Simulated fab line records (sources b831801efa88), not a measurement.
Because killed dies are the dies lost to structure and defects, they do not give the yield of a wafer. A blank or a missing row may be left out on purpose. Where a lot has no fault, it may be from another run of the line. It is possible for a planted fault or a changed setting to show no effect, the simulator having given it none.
A lot that was struck, set against a sound lot / flow sky130 / 15 out of 708 route steps
Sound: these wafers, L361.1, L361.3, L361.6. Wafers struck: L351.2, L351.4, L351.5. Last of all comes the cause.
For every step that has rows: the tool of each side, followed by ch and its chambers, followed by its first start. Under that, the readings that differ: sound wafers / struck wafers / difference of the means / sigmas: that difference in standard deviations of wafers without a fault.
alike: readings whose means differ by less than 2 such deviations, and words and numbers that are the same on both sides. not compared: withheld readings, readings that some wafer has no value for, bounds like >300 that may hide the same value, and numbers for which the record gives no deviation and whose values overlap.
A row with sigmas, a row that says differs or no value, or rows on one side alone: a step with any of these is where the two part. Non-overlapping numbers with no deviation appear without sigmas and do not part them. A reading that every wafer of one side lacks parts them only if that side has two wafers or more.

first, 1 step without rows for these wafers: SKY_VIA1_CMP_24 (polishes, stops on SiO2, t overpolish 15 s, target thk 0 nm).
SKY_METAL2_SPUTTER_00: material Ti, target thk 15 nm, time 10 s.
  sound: pvd sputter-01 at day 40 11:57; struck: pvd sputter-04 at day 37 22:31
  alike: cathode dc power W, throttle valve pct
SKY_METAL2_SPUTTER_01: material TiN, target thk 20 nm, time 16.7 s.
  sound: pvd sputter-01 at day 40 11:58; struck: pvd sputter-04 at day 37 22:32
  alike: cathode dc power W, throttle valve pct
SKY_METAL2_SPUTTER_02: material AlCu, target thk 250 nm, time 13.3 s.
  sound: pvd sputter-01 at day 40 12:00; struck: pvd sputter-04 at day 37 22:34
  alike: cathode dc power W, throttle valve pct
SKY_METAL2_SPUTTER_03: material Ti, target thk 5 nm, time 3.3 s.
  sound: pvd sputter-01 at day 40 12:02; struck: pvd sputter-04 at day 37 22:35
  alike: cathode dc power W, throttle valve pct
SKY_METAL2_SPUTTER_04: material TiN, target thk 70 nm, time 58.3 s.
  sound: pvd sputter-01 at day 40 12:03; struck: pvd sputter-04 at day 37 22:36
  alike: cathode dc power W, throttle valve pct
SKY_METAL2_RS_MEAS_05: measures by four-point-probe.
  sound: film metro-01 at day 40 12:07; struck: film metro-01 at day 37 22:40
  alike: METAL2_ALCU_RS
SKY_METAL2_THK_MEAS_06: measures by xrf.
  sound: film metro-01 at day 40 12:14; struck: film metro-01 at day 37 22:47
  alike: METAL2_ALCU_THK
then, 4 steps without rows for these wafers: SKY_METAL2_DEHYDRATE_07 (time 60 s); SKY_METAL2_HMDS_08 (prime time 60 s); SKY_METAL2_COAT_09 (resist thk 60 nm); SKY_METAL2_COAT_10 (resist thk 450 nm).
SKY_METAL2_SOFTBAKE_11: time 90 s.
  sound on litho track-02 ch 0, day 41 00:00; struck on litho track-03 ch 0, day 38 11:00
reading=heater power total W (W); sound=57.36 57.52 57.21; struck=58.15 58.02 58.09; difference=+0.72; sigmas=+7
reading=run length s (s); sound=119.0 118.9 118.8; struck=116.5 116.6 116.8; difference=-2.3; sigmas=-7
then, 2 steps without rows for these wafers: SKY_METAL2_EXPOSE_12 (exposes mask MM2, target cd 140 nm); SKY_PAD_OPEN_PROBE_99.

WHERE THEY PART
SKY_METAL2_SOFTBAKE_11 only, going by this record.

WHY: what had been put in by the simulator
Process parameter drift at SKY_METAL2_SOFTBAKE_11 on litho track-03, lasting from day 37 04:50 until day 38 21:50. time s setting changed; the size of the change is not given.
